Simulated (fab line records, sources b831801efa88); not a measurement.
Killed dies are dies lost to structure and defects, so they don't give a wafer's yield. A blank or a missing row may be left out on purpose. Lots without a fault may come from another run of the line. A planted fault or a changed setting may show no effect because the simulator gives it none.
Which tool did it? | flow sky130 | 13 lots, 39 wafers sampled, at 4 steps of a route of 708

WHAT THE GAUGES READ, wafer by wafer
SKY_VT_ADJUST_NCORE_TW_MEAS_11.
lot  | measured     | on            | VT_ADJUST_NCORE_TW
L852 | day 8 17:50  | film_metro-01 | 225.4 225.6 225.3
L853 | day 9 05:24  | film_metro-03 | 220.2 220.4 220.4
L854 | day 9 12:48  | film_metro-03 | 220.4 219.9 220.4
L856 | day 10 01:49 | film_metro-01 | 224.5 223.9 223.2
L857 | day 10 10:48 | film_metro-02 | 218.5 218.8 217.6
L858 | day 10 17:22 | film_metro-03 | 221.1 220.4 219.7
L862 | day 11 19:29 | film_metro-01 | 224.9 224.7 224.1
L863 | day 12 00:30 | film_metro-01 | 225.1 225.1 224.4
L868 | day 14 05:04 | film_metro-02 | 218.7 218.4 219.1
L869 | day 14 07:05 | film_metro-02 | 220.2 218.3 218.7
L871 | day 14 16:43 | film_metro-02 | 219.8 219.3 219.0
L873 | day 15 03:45 | film_metro-01 | 222.1 222.7 223.4
L874 | day 15 11:07 | film_metro-03 | 219.8 218.7 218.7

SKY_SONOS_ONO_THK_MEAS_05.
lot  | measured     | on            | SONOS_ONO_CVD_04_THK (nm)
L852 | day 11 17:46 | film_metro-03 | 5.78 5.83 5.69
L853 | day 12 08:44 | film_metro-01 | 5.89 5.79 5.82
L854 | day 12 15:56 | film_metro-01 | 5.82 5.82 5.90
L856 | day 13 08:49 | film_metro-01 | 5.80 5.82 5.76
L857 | day 13 18:31 | film_metro-02 | 5.62 5.67 5.72
L858 | day 14 01:31 | film_metro-01 | 5.98 5.99 5.85
L862 | day 15 10:40 | film_metro-03 | 5.85 5.79 5.74
L863 | day 15 14:43 | film_metro-03 | 5.85 5.77 5.75
L868 | day 18 00:54 | film_metro-03 | 5.96 6.04 5.85
L869 | day 18 00:54 | film_metro-02 | 5.77 5.81 5.93
L871 | day 18 12:22 | film_metro-02 | 5.71 5.75 5.73
L873 | day 18 22:29 | film_metro-03 | 5.80 5.70 5.80
L874 | day 19 05:44 | film_metro-03 | 5.76 5.82 5.81

SKY_POLY_GATE_CD_MEAS_13: target cd 150 nm.
lot  | measured     | on        | cd_nm (nm)
L852 | day 16 09:22 | cd_sem-01 | 150.2 150.5 150.7
L853 | day 17 04:35 | cd_sem-01 | 150.6 151.1 149.4
L854 | day 17 16:37 | cd_sem-01 | 150.8 151.4 151.4
L856 | day 18 12:50 | cd_sem-02 | 151.3 149.8 150.5
L857 | day 18 22:14 | cd_sem-02 | 151.7 151.9 149.8
L858 | day 19 08:14 | cd_sem-01 | 149.2 149.4 150.3
L862 | day 20 14:15 | cd_sem-02 | 152.3 152.7 153.3
L863 | day 20 21:24 | cd_sem-01 | 152.8 152.5 151.4
L868 | day 23 13:12 | cd_sem-01 | 150.1 151.2 149.4
L869 | day 23 12:02 | cd_sem-02 | 150.9 150.2 150.8
L873 | day 24 07:14 | cd_sem-02 | 148.2 148.7 147.9
L874 | day 24 12:43 | cd_sem-01 | 149.1 150.5 149.3

WHICH TOOL RAN EACH LOT (tool, then ch and the chambers of the sampled wafers, then the start)
lot  | SKY_GATE_OXIDE_WET_ETCH_12
L852 | wet_bench-03 ch 2, day 13 20:28
L853 | wet_bench-01 ch 1, day 14 12:25
L854 | wet_bench-03 ch 0, day 14 21:59
L856 | wet_bench-04 ch 2, day 15 15:13
L857 | wet_bench-01 ch 0, day 16 02:52
L858 | wet_bench-01 ch 3, day 16 11:16
L862 | wet_bench-03 ch 1, day 17 20:26
L863 | wet_bench-03 ch 3, day 18 02:35
L868 | wet_bench-04 ch 1, day 20 18:37
L869 | wet_bench-03 ch 2, day 20 18:08
L871 | wet_bench-03 ch 2, day 21 04:16
L873 | wet_bench-04 ch 1, day 21 14:34
L874 | wet_bench-04 ch 1, day 21 20:44
- SKY_GATE_OXIDE_WET_ETCH_12: etches SiO2 in dHF, target depth 16.8 nm, time 336 s.

WHAT THE TOOLS THEMSELVES READ (means of the sampled wafers that have a number; where no wafer has one, the mark that the record gives instead)
SKY_GATE_OXIDE_WET_ETCH_12.
lot  | tool         | run_length_s (s)
L852 | wet_bench-03 | 361
L853 | wet_bench-01 | 359
L854 | wet_bench-03 | 363
L856 | wet_bench-04 | 370
L857 | wet_bench-01 | 361
L858 | wet_bench-01 | 361
L862 | wet_bench-03 | 362
L863 | wet_bench-03 | 363
L868 | wet_bench-04 | 370
L869 | wet_bench-03 | 361
L871 | wet_bench-03 | 173
L873 | wet_bench-04 | 369
L874 | wet_bench-04 | 370

THE ANSWER, worked out from the rows above alone
Rule: what is usual is taken from the lots themselves. Put in order of their means at a reading, lots are off if they are a third of the lots or fewer, leave a main group of 4 or more, and stand apart from it by a gap of 3 or more times the standard deviation of the main group's means; of several such gaps the widest counts. A main group whose means are all the same, to the digits that the tables above print for the reading, isn't used. A lot without any number at a reading at which 4 lots or more have one is off too. The other lots that the step has rows for count as sound. The gauges are gone through in route order, then the tools' own readings, and for those a lot's mean is taken as printed above. The first step at which some lot is off is used, and at that step the reading that is off furthest; a lot without a number counts as furthest.
Off: L871, at SKY_GATE_OXIDE_WET_ETCH_12 (run_length_s). The main group: mean 364 s, standard deviation 4.1.
A tool fits if, at that step or a process step before it, it ran every lot that is off, and no sound lot after the first of them. One fits: wet_bench-03 at SKY_GATE_OXIDE_WET_ETCH_12. Its last sound lot is L869 (day 20 18:08), its first lot that is off L871 (day 21 04:16): a fault that began between those two fits.
The tool's own readings at SKY_GATE_OXIDE_WET_ETCH_12 bear it out: on the lots that are off they differ by more than 5 times the standard deviation of the sound lots' means. run_length_s reads 173 s there against 364 s on the sound lots.

WHAT THE SIMULATOR HAD PUT IN
Process parameter drift: wet_bench-03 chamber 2, from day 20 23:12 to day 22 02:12, at SKY_GATE_OXIDE_WET_ETCH_12. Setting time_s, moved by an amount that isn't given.
Lots struck among those shown: L871. The rule above found the same.
